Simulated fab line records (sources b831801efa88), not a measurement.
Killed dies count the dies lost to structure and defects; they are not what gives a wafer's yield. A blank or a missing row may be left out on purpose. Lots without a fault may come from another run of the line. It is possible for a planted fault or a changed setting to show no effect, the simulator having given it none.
fab line records ; flow sky130
record lots=5; wafers=15; last-day=50
route steps=708 shown VT_ADJUST_HVTP@94 VT_ADJUST_LVTN@97
lots with no fault: from the same line, run without faults
start-h: hours from the record's opening day to when the first of the lot's shown wafers began ; wait-h: hours since the lot's step before ; " as in the row above ; L1.1+2: a single row standing in for several wafers ; - no value present, or no start provided ; * or withheld: withheld ; < > ~ a bound
route shown NAME@n: a module of which the file shows steps, and the number in the route of the first ; usual: mean/standard deviation of fault-free wafers ; same: alike in all rows ; chamber/n: place in a boat ; sites: each site's reading ; _std_site: the standard deviation of these ; _edge_site: outer sites' mean less inner sites' ; radius-mm: how far each site lies from the wafer's centre ; mask NAME#n: copy n ; behind: the last tool/chamber to shape the wafer ; hold: what put the lot on hold/how long, in hours/how the hold closed ; device: which transistor (n, p or np) failed to switch ; end of line: the same wafers' tests at the end of the route ; a step with no rows: only its recipe ; killed: count of dies lost to structure and defects at first sort (not the wafer's yield) ; map: a wafer's dies, marking killed ones x, the rest . and places with no die _
set.NAME: the setting as run; set.NAME@STEP: as run at that earlier step ; model.NAME: the simulator's own value behind a step, which no gauge read
lots at selected steps of the route; one table per step, one row per wafer
services: when a tool's chamber went out of use (start-h, in hours from the record's first day, below 0 if earlier), for how many hours, and the reason
## steps
# step SKY_VT_ADJUST_HVTP_IMPLANT_09
# recipe species=As; energy-kev=150; dose-cm2=4.3e+12; tilt-deg=withheld
# usual dose-ions-cm2=4.301e+12/5e+09; faraday-current-uA=24.3/0.53
lot.wafer;tool;chamber;start-h;wait-h;dose-ions-cm2;faraday-current-uA
L075.1;implanter-03;0;129.33;0.0;4.31e+12;23.5
L075.4;implanter-03;0;129.33;0.0;4.306e+12;24.8
L075.6;implanter-03;0;129.33;0.0;4.308e+12;24.0
L085.3;implanter-03;0;192.11;0.1;4.292e+12;24.2
L085.5;implanter-03;0;192.11;0.1;4.304e+12;24.8
L085.6;implanter-03;0;192.11;0.1;4.299e+12;24.1
L091.1;implanter-03;0;228.33;0.0;4.297e+12;24.4
L091.3;implanter-03;0;228.33;0.0;4.304e+12;24.6
L091.5;implanter-03;0;228.33;0.0;4.305e+12;23.3
L092.2;implanter-01;0;233.57;0.0;4.296e+12;24.8
L092.3;implanter-01;0;233.57;0.0;4.299e+12;23.7
L092.6;implanter-01;0;233.57;0.0;4.295e+12;24.1
L096.2;implanter-03;0;258.47;0.0;4.304e+12;24.4
L096.3;implanter-03;0;258.47;0.0;4.307e+12;24.3
L096.5;implanter-03;0;258.47;0.0;4.293e+12;24.5
# step SKY_VT_ADJUST_HVTP_STRIP_10
# recipe chemistry=O2/N2; power-w=1400; pressure-mtorr=1500; platen-temp-c=withheld; o2-flow-sccm=3000; n2-flow-sccm=300; overash-fraction=0.5
# usual drypump-motor-current-A=5.8/0.34; oes-product-au=0.715/0.0042; strip-time-to-endpoint-s=14.20/0.046
# same overash-fraction=0.5
lot.wafer;tool;chamber;start-h;wait-h;drypump-motor-current-A;oes-product-au;rf-hours-counter-h;strip-time-to-endpoint-s
L075.1;plasma-asher-02;1;129.48;0.1;5.7;0.714;1;14.18
L075.4;plasma-asher-02;0;129.48;0.1;5.4;0.716;-;14.17
L075.6;plasma-asher-02;0;129.48;0.1;5.4;0.724;-;14.19
L085.3;plasma-asher-02;1;192.25;0.1;5.6;0.719;-;14.18
L085.5;plasma-asher-02;1;192.25;0.1;5.6;0.718;-;14.14
L085.6;plasma-asher-02;0;192.25;0.1;5.4;0.718;-;14.16
L091.1;plasma-asher-02;1;228.48;0.1;5.7;0.712;11;14.15
L091.3;plasma-asher-02;1;228.48;0.1;5.7;0.711;-;14.18
L091.5;plasma-asher-02;1;228.48;0.1;5.7;0.717;-;14.16
L092.2;plasma-asher-01;0;233.70;0.1;5.7;0.731;58;14.22
L092.3;plasma-asher-01;0;233.70;0.1;5.8;0.717;-;14.19
L092.6;plasma-asher-01;1;233.70;0.1;5.9;0.714;-;14.26
L096.2;plasma-asher-02;1;258.60;0.1;5.7;0.711;14;14.12
L096.3;plasma-asher-02;0;258.60;0.1;5.4;0.721;-;14.18
L096.5;plasma-asher-02;1;258.60;0.1;5.7;0.717;-;14.19
# step SKY_VT_ADJUST_HVTP_TW_MEAS_11
# usual VT_ADJUST_HVTP_TW=1345/14
lot.wafer;tool;chamber;start-h;wait-h;VT_ADJUST_HVTP_TW
L075.1;film-metro-02;-;129.58;0.1;1344
L075.4;film-metro-02;-;129.58;0.1;1349
L075.6;film-metro-02;-;129.58;0.1;1355
L085.3;film-metro-04;-;192.33;0.1;1328
L085.5;film-metro-04;-;192.33;0.1;1328
L085.6;film-metro-04;-;192.33;0.1;1320
L091.1;film-metro-02;-;228.58;0.1;1351
L091.3;film-metro-02;-;228.58;0.1;1358
L091.5;film-metro-02;-;228.58;0.1;1362
L092.2;film-metro-01;-;233.81;0.1;1353
L092.3;film-metro-01;-;233.81;0.1;1348
L092.6;film-metro-01;-;233.81;0.1;1364
L096.2;film-metro-02;-;258.71;0.1;1363
L096.3;film-metro-02;-;258.71;0.1;1358
L096.5;film-metro-02;-;258.71;0.1;1357
# step SKY_VT_ADJUST_LVTN_DEHYDRATE_00
# recipe temp-c=200; time-s=60
lot.wafer;tool;chamber;start-h;wait-h
L075.1+4+6;litho-track-03;0;137.87;8.3
L085.3+5+6;litho-track-04;0;201.80;9.5
L091.1+3+5;litho-track-04;0;238.45;9.9
L092.2+3+6;litho-track-02;0;245.08;11.3
L096.2+3+5;litho-track-04;0;269.58;10.9
# step SKY_VT_ADJUST_LVTN_HMDS_01
# recipe prime-time-s=60; prime-temp-c=120
lot.wafer;tool;chamber;start-h;wait-h
L075.1+4+6;litho-track-03;0;138.02;0.1
L085.3+5+6;litho-track-04;0;201.95;0.1
L091.1+3+5;litho-track-04;0;238.60;0.1
L092.2+3+6;litho-track-02;0;245.23;0.1
L096.2+3+5;litho-track-04;0;269.73;0.1
# step SKY_VT_ADJUST_LVTN_COAT_02
# recipe spin-rpm=2027; resist-thk-nm=3000
lot.wafer;tool;chamber;start-h;wait-h
L075.1+4+6;litho-track-03;0;138.17;0.1
L085.3+5+6;litho-track-04;0;202.10;0.1
L091.1+3+5;litho-track-04;0;238.75;0.1
L092.2+3+6;litho-track-02;0;245.38;0.1
L096.2+3+5;litho-track-04;0;269.88;0.1
# step SKY_VT_ADJUST_LVTN_SOFTBAKE_03
# recipe temp-c=110; time-s=withheld
lot.wafer;tool;chamber;start-h;wait-h
L075.1+4+6;litho-track-03;0;138.32;0.1
L085.3+5+6;litho-track-04;0;202.27;0.1
L091.1+3+5;litho-track-04;0;238.90;0.1
L092.2+3+6;litho-track-02;0;245.54;0.1
L096.2+3+5;litho-track-04;0;270.04;0.1
# step SKY_VT_ADJUST_LVTN_EXPOSE_04
# recipe mask-id=NWM_COMPLEMENT_LESS_NATIVE; na=0.6; source-shape=conventional; sigma-outer=0.6; polarization=unpolarized; target-cd-nm=840; dose-mj=194
# usual focus-offset-nm=0.2/0.49
# same sigma-outer=0.6
lot.wafer;tool;chamber;start-h;wait-h;mask;focus-offset-nm
L075.1;iline-stepper-02;0;-;-;NWM_COMPLEMENT_LESS_NATIVE#0;0.1
L075.4;iline-stepper-02;0;-;-;NWM_COMPLEMENT_LESS_NATIVE#0;0.2
L075.6;iline-stepper-02;0;-;-;NWM_COMPLEMENT_LESS_NATIVE#0;0.3
L085.3;iline-stepper-02;0;-;-;NWM_COMPLEMENT_LESS_NATIVE#0;-0.1
L085.5;iline-stepper-02;0;-;-;NWM_COMPLEMENT_LESS_NATIVE#0;0.1
L085.6;iline-stepper-02;0;-;-;NWM_COMPLEMENT_LESS_NATIVE#0;0.6
L091.1;iline-stepper-01;0;-;-;NWM_COMPLEMENT_LESS_NATIVE#0;0.5
L091.3;iline-stepper-01;0;-;-;NWM_COMPLEMENT_LESS_NATIVE#0;0.5
L091.5;iline-stepper-01;0;-;-;NWM_COMPLEMENT_LESS_NATIVE#0;0.9
L092.2;iline-stepper-01;0;-;-;NWM_COMPLEMENT_LESS_NATIVE#0;-0.3
L092.3;iline-stepper-01;0;-;-;NWM_COMPLEMENT_LESS_NATIVE#0;-0.1
L092.6;iline-stepper-01;0;-;-;NWM_COMPLEMENT_LESS_NATIVE#0;0.3
L096.2;iline-stepper-02;0;-;-;NWM_COMPLEMENT_LESS_NATIVE#0;0.5
L096.3;iline-stepper-02;0;-;-;NWM_COMPLEMENT_LESS_NATIVE#0;0.3
L096.5;iline-stepper-02;0;-;-;NWM_COMPLEMENT_LESS_NATIVE#0;0.8
# step SKY_VT_ADJUST_LVTN_PEB_05
# recipe temp-c=115; time-s=withheld
lot.wafer;tool;chamber;start-h;wait-h
L075.1+4+6;litho-track-04;0;-;-
L085.3+5+6;litho-track-04;0;-;-
L091.1+3+5;litho-track-02;0;-;-
L092.2+3+6;litho-track-04;0;-;-
L096.2+3+5;litho-track-04;0;-;-
# step SKY_VT_ADJUST_LVTN_DEVELOP_06
# recipe wall-angle-deg=90; developer=TMAH; develop-time-s=60; dev-temp-c=23
lot.wafer;tool;chamber;start-h;wait-h
L075.1+4+6;litho-track-04;0;-;-
L085.3+5+6;litho-track-04;0;-;-
L091.1+3+5;litho-track-02;0;-;-
L092.2+3+6;litho-track-04;0;-;-
L096.2+3+5;litho-track-04;0;-;-
# step SKY_VT_ADJUST_LVTN_OVL_MEAS_07
# usual VT_ADJUST_LVTN_OVL=-0.2/1.3
lot.wafer;tool;chamber;start-h;wait-h;VT_ADJUST_LVTN_OVL[nm]
L075.1;overlay-02;-;148.05;-;1.2
L075.4;overlay-02;-;148.05;-;-1.0
L075.6;overlay-02;-;148.05;-;-0.5
L085.3;overlay-02;-;212.97;-;-1.0
L085.5;overlay-02;-;212.97;-;-0.8
L085.6;overlay-02;-;212.97;-;-0.4
L091.1;overlay-02;-;250.21;-;-0.9
L091.3;overlay-02;-;250.21;-;0.3
L091.5;overlay-02;-;250.21;-;-0.4
L092.2;overlay-02;-;256.86;-;-1.1
L092.3;overlay-02;-;256.86;-;-2.9
L092.6;overlay-02;-;256.86;-;-1.0
L096.2;overlay-02;-;282.16;-;0.8
L096.3;overlay-02;-;282.16;-;1.0
L096.5;overlay-02;-;282.16;-;-1.2
# step SKY_VT_ADJUST_LVTN_IMPLANT_08
# recipe species=B; energy-kev=30; dose-cm2=1.57e+12; tilt-deg=withheld
# usual dose-ions-cm2=1.5697e+12/1.9e+09; faraday-current-uA=8.86/0.2
lot.wafer;tool;chamber;start-h;wait-h;dose-ions-cm2;faraday-current-uA
L075.1;implanter-02;0;148.09;0.0;1.5684e+12;9.01
L075.4;implanter-02;0;148.09;0.0;1.5679e+12;9.10
L075.6;implanter-02;0;148.09;0.0;1.5664e+12;8.53
L085.3;implanter-04;0;213.04;0.1;1.5719e+12;9.03
L085.5;implanter-04;0;213.04;0.1;1.5722e+12;8.91
L085.6;implanter-04;0;213.04;0.1;1.5697e+12;8.72
L091.1;implanter-04;0;250.24;0.0;1.5689e+12;9.29
L091.3;implanter-04;0;250.24;0.0;1.5686e+12;8.83
L091.5;implanter-04;0;250.24;0.0;1.5731e+12;9.02
L092.2;implanter-01;0;256.91;0.0;1.5692e+12;8.71
L092.3;implanter-01;0;256.91;0.0;1.5689e+12;8.80
L092.6;implanter-01;0;256.91;0.0;1.5691e+12;8.88
L096.2;implanter-04;0;282.21;0.0;1.5692e+12;8.49
L096.3;implanter-04;0;282.21;0.0;1.5677e+12;8.89
L096.5;implanter-04;0;282.21;0.0;1.5687e+12;8.88
# step SKY_VT_ADJUST_LVTN_STRIP_09
# recipe chemistry=O2/N2; power-w=1400; pressure-mtorr=1500; platen-temp-c=withheld; o2-flow-sccm=3000; n2-flow-sccm=300; overash-fraction=0.5
# usual drypump-motor-current-A=6.1/0.43; oes-product-au=0.723/0.005; strip-time-to-endpoint-s=36.62/0.085
# same overash-fraction=0.5
lot.wafer;tool;chamber;start-h;wait-h;drypump-motor-current-A;oes-product-au;rf-hours-counter-h;strip-time-to-endpoint-s
L075.1;plasma-asher-01;0;148.24;0.1;5.8;0.712;50;36.62
L075.4;plasma-asher-01;1;148.24;0.1;5.9;0.721;-;36.59
L075.6;plasma-asher-01;1;148.24;0.1;6.0;0.725;-;36.61
L085.3;plasma-asher-03;1;213.17;0.1;5.3;0.729;-;36.70
L085.5;plasma-asher-03;1;213.17;0.1;5.3;0.718;-;36.64
L085.6;plasma-asher-03;0;213.17;0.1;6.4;0.716;-;36.71
L091.1;plasma-asher-04;1;250.39;0.1;6.5;0.724;57;36.56
L091.3;plasma-asher-04;0;250.39;0.1;6.4;0.727;-;36.62
L091.5;plasma-asher-04;0;250.39;0.1;6.4;0.721;-;36.52
L092.2;plasma-asher-03;0;257.04;0.1;6.4;0.732;44;36.73
L092.3;plasma-asher-03;1;257.04;0.1;5.3;0.724;-;36.60
L092.6;plasma-asher-03;0;257.04;0.1;6.4;0.728;-;36.66
L096.2;plasma-asher-04;0;282.34;0.1;6.4;0.723;61;36.63
L096.3;plasma-asher-04;1;282.34;0.1;6.5;0.733;-;36.59
L096.5;plasma-asher-04;0;282.34;0.1;6.4;0.729;-;36.79
# step SKY_VT_ADJUST_LVTN_TW_MEAS_10
# usual VT_ADJUST_LVTN_TW=239/3.3
lot.wafer;tool;chamber;start-h;wait-h;VT_ADJUST_LVTN_TW
L075.1;film-metro-04;-;148.34;0.1;236
L075.4;film-metro-04;-;148.34;0.1;236
L075.6;film-metro-04;-;148.34;0.1;236
L085.3;film-metro-04;-;213.26;0.1;236
L085.5;film-metro-04;-;213.26;0.1;238
L085.6;film-metro-04;-;213.26;0.1;236
L091.1;film-metro-04;-;250.49;0.1;238
L091.3;film-metro-04;-;250.49;0.1;238
L091.5;film-metro-04;-;250.49;0.1;235
L092.2;film-metro-02;-;257.15;0.1;242
L092.3;film-metro-02;-;257.15;0.1;241
L092.6;film-metro-02;-;257.15;0.1;243
L096.2;film-metro-04;-;282.45;0.1;237
L096.3;film-metro-04;-;282.45;0.1;237
L096.5;film-metro-04;-;282.45;0.1;235
# step SKY_VT_ADJUST_LVTN_DEHYDRATE_11
# recipe temp-c=200; time-s=60
lot.wafer;tool;chamber;start-h;wait-h
L075.1+4+6;litho-track-02;0;157.71;9.4
L085.3+5+6;litho-track-04;0;223.80;10.5
L091.1+3+5;litho-track-04;0;262.10;11.6
L092.2+3+6;litho-track-03;0;268.20;11.0
L096.2+3+5;litho-track-04;0;294.03;11.6
# step SKY_VT_ADJUST_LVTN_HMDS_12
# recipe prime-time-s=61.34; prime-temp-c=120
lot.wafer;tool;chamber;start-h;wait-h
L075.1+4+6;litho-track-02;0;157.86;0.1
L085.3+5+6;litho-track-04;0;223.95;0.1
L091.1+3+5;litho-track-04;0;262.25;0.1
L092.2+3+6;litho-track-03;0;268.35;0.1
L096.2+3+5;litho-track-04;0;294.18;0.1
# step SKY_VT_ADJUST_LVTN_COAT_13
# recipe resist=NOVOLAK; spin-rpm=3000; resist-thk-nm=1140
lot.wafer;tool;chamber;start-h;wait-h
L075.1+4+6;litho-track-02;0;158.01;0.1
L085.3+5+6;litho-track-04;0;224.10;0.1
L091.1+3+5;litho-track-04;0;262.40;0.1
L092.2+3+6;litho-track-03;0;268.50;0.1
L096.2+3+5;litho-track-04;0;294.33;0.1
# step SKY_VT_ADJUST_LVTN_SOFTBAKE_14
# recipe temp-c=90; time-s=60; resist=NOVOLAK
lot.wafer;tool;chamber;start-h;wait-h
L075.1+4+6;litho-track-02;0;158.16;0.1
L085.3+5+6;litho-track-04;0;224.25;0.1
L091.1+3+5;litho-track-04;0;262.55;0.1
L092.2+3+6;litho-track-03;0;268.65;0.1
L096.2+3+5;litho-track-04;0;294.48;0.1
# step SKY_VT_ADJUST_LVTN_EXPOSE_15
# recipe mask-id=HVN_STD_DERIVED; na=0.6; source-shape=conventional; sigma-outer=0.6; polarization=unpolarized; target-cd-nm=600; dose-mj=163
# usual focus-offset-nm=0.0/0.45
# same sigma-outer=0.6
lot.wafer;tool;chamber;start-h;wait-h;mask;focus-offset-nm
L075.1;iline-stepper-02;0;-;-;HVN_STD_DERIVED#0;-0.2
L075.4;iline-stepper-02;0;-;-;HVN_STD_DERIVED#0;-0.1
L075.6;iline-stepper-02;0;-;-;HVN_STD_DERIVED#0;0.4
L085.3;iline-stepper-01;0;-;-;HVN_STD_DERIVED#0;-0.6
L085.5;iline-stepper-01;0;-;-;HVN_STD_DERIVED#0;-0.2
L085.6;iline-stepper-01;0;-;-;HVN_STD_DERIVED#0;-0.5
L091.1;iline-stepper-02;0;-;-;HVN_STD_DERIVED#0;-0.6
L091.3;iline-stepper-02;0;-;-;HVN_STD_DERIVED#0;-0.4
L091.5;iline-stepper-02;0;-;-;HVN_STD_DERIVED#0;-0.2
L092.2;iline-stepper-01;0;-;-;HVN_STD_DERIVED#0;-1.0
L092.3;iline-stepper-01;0;-;-;HVN_STD_DERIVED#0;-0.6
L092.6;iline-stepper-01;0;-;-;HVN_STD_DERIVED#0;-0.7
L096.2;iline-stepper-02;0;-;-;HVN_STD_DERIVED#0;0.9
L096.3;iline-stepper-02;0;-;-;HVN_STD_DERIVED#0;0.3
L096.5;iline-stepper-02;0;-;-;HVN_STD_DERIVED#0;0.3
# step SKY_VT_ADJUST_LVTN_PEB_16
# recipe temp-c=withheld; time-s=*; resist=NOVOLAK
lot.wafer;tool;chamber;start-h;wait-h
L075.1+4+6;litho-track-02;0;-;-
L085.3+5+6;litho-track-04;0;-;-
L091.1+3+5;litho-track-02;0;-;-
L092.2+3+6;litho-track-03;0;-;-
L096.2+3+5;litho-track-02;0;-;-
# step SKY_VT_ADJUST_LVTN_DEVELOP_17
# recipe resist=NOVOLAK; developer=TMAH; develop-time-s=60; dev-temp-c=23
lot.wafer;tool;chamber;start-h;wait-h
L075.1+4+6;litho-track-02;0;168.11;0.1
L085.3+5+6;litho-track-04;0;235.05;0.1
L091.1+3+5;litho-track-02;0;273.91;0.1
L092.2+3+6;litho-track-03;0;280.05;0.1
L096.2+3+5;litho-track-02;0;306.53;0.1
# step SKY_VT_ADJUST_LVTN_OVL_MEAS_18
# usual VT_ADJUST_LVTN_01_OVL=-0.1/1.3
lot.wafer;tool;chamber;start-h;wait-h;VT_ADJUST_LVTN_01_OVL[nm]
L075.1;overlay-02;-;168.26;0.1;-0.2
L075.4;overlay-02;-;168.26;0.1;-1.0
L075.6;overlay-02;-;168.26;0.1;-0.2
L085.3;overlay-02;-;235.17;0.1;-3.3
L085.5;overlay-02;-;235.17;0.1;0.1
L085.6;overlay-02;-;235.17;0.1;-1.8
L091.1;overlay-02;-;274.06;0.1;-0.2
L091.3;overlay-02;-;274.06;0.1;-1.1
L091.5;overlay-02;-;274.06;0.1;-0.9
L092.2;overlay-02;-;280.18;0.1;2.8
L092.3;overlay-02;-;280.18;0.1;0.1
L092.6;overlay-02;-;280.18;0.1;1.0
L096.2;overlay-01;-;306.66;0.1;3.3
L096.3;overlay-01;-;306.66;0.1;-0.3
L096.5;overlay-01;-;306.66;0.1;1.1
# step SKY_VT_ADJUST_LVTN_IMPLANT_19
# recipe species=B; energy-kev=30; dose-cm2=6.5e+11; tilt-deg=withheld
# usual dose-ions-cm2=6.498e+11/7.9e+08; faraday-current-uA=3.67/0.064
lot.wafer;tool;chamber;start-h;wait-h;dose-ions-cm2;faraday-current-uA
L075.1;implanter-02;0;168.29;0.0;6.496e+11;3.65
L075.4;implanter-02;0;168.29;0.0;6.487e+11;3.71
L075.6;implanter-02;0;168.29;0.0;6.492e+11;3.74
L085.3;implanter-04;0;235.24;0.1;6.503e+11;3.62
L085.5;implanter-04;0;235.24;0.1;6.501e+11;3.55
L085.6;implanter-04;0;235.24;0.1;6.496e+11;3.59
L091.1;implanter-01;0;274.09;0.0;6.495e+11;3.77
L091.3;implanter-01;0;274.09;0.0;6.51e+11;3.69
L091.5;implanter-01;0;274.09;0.0;6.503e+11;3.64
L092.2;implanter-01;0;280.23;0.0;6.494e+11;3.74
L092.3;implanter-01;0;280.23;0.0;6.502e+11;3.58
L092.6;implanter-01;0;280.23;0.0;6.484e+11;3.70
L096.2;implanter-04;0;306.72;0.0;6.518e+11;3.62
L096.3;implanter-04;0;306.72;0.0;6.496e+11;3.72
L096.5;implanter-04;0;306.72;0.0;6.482e+11;3.66
# step SKY_VT_ADJUST_LVTN_STRIP_20
# recipe chemistry=O2/N2; power-w=1400; pressure-mtorr=1500; platen-temp-c=withheld; o2-flow-sccm=3000; n2-flow-sccm=300; overash-fraction=0.5
# usual drypump-motor-current-A=6.1/0.48; oes-product-au=0.716/0.0041; strip-time-to-endpoint-s=14.18/0.043
# same overash-fraction=0.5
lot.wafer;tool;chamber;start-h;wait-h;drypump-motor-current-A;oes-product-au;rf-hours-counter-h;strip-time-to-endpoint-s
L075.1;plasma-asher-04;1;168.44;0.1;6.5;0.722;49;14.18
L075.4;plasma-asher-04;0;168.44;0.1;6.4;0.709;-;14.19
L075.6;plasma-asher-04;1;168.44;0.1;6.5;0.721;-;14.19
L085.3;plasma-asher-04;0;235.37;0.1;6.4;0.716;-;14.19
L085.5;plasma-asher-04;1;235.37;0.1;6.5;0.708;-;14.17
L085.6;plasma-asher-04;0;235.37;0.1;6.4;0.719;-;14.21
L091.1;plasma-asher-04;1;274.24;0.1;6.5;0.715;60;14.17
L091.3;plasma-asher-04;0;274.24;0.1;6.4;0.715;-;14.16
L091.5;plasma-asher-04;1;274.24;0.1;6.5;0.712;-;14.17
L092.2;plasma-asher-03;0;280.36;0.1;6.4;0.714;45;14.21
L092.3;plasma-asher-03;0;280.36;0.1;6.4;0.729;-;14.21
L092.6;plasma-asher-03;0;280.36;0.1;6.4;0.697;-;14.20
L096.2;plasma-asher-01;1;306.84;0.1;5.9;0.717;66;14.20
L096.3;plasma-asher-01;1;306.84;0.1;5.9;0.717;-;14.22
L096.5;plasma-asher-01;1;306.84;0.1;5.9;0.716;-;14.24
## services
tool;chamber;start-h;hours;kind
iline-stepper-01;-;105.54;1.7;pm
plasma-asher-02;-;108.75;9.0;pm
plasma-asher-02;0;108.75;9.0;vent-cycle
plasma-asher-02;1;108.75;9.0;vent-cycle
implanter-01;-;112.32;106.0;repair
plasma-asher-02;0;117.75;-;clean
plasma-asher-01;-;133.42;4.5;repair
implanter-04;-;158.71;3.1;pm
plasma-asher-03;-;183.05;13.6;repair
implanter-02;-;191.49;104.6;pm
iline-stepper-02;0;202.65;-;calibration
litho-track-04;-;208.37;-;consumable-replace:filter
plasma-asher-04;-;217.80;2.8;pm
iline-stepper-02;-;221.36;1.9;repair
implanter-01;-;227.55;3.8;pm
plasma-asher-02;-;239.26;2.6;repair
iline-stepper-02;-;259.86;0.5;repair
plasma-asher-03;-;272.28;7.9;repair
iline-stepper-02;-;295.13;1.7;pm
implanter-02;-;296.06;10.0;pm
implanter-01;-;300.51;0.7;repair
iline-stepper-02;-;301.74;2.1;pm
iline-stepper-02;-;303.82;-;consumable-replace:lamp
implanter-02;-;306.09;6.4;pm
## key
fault none
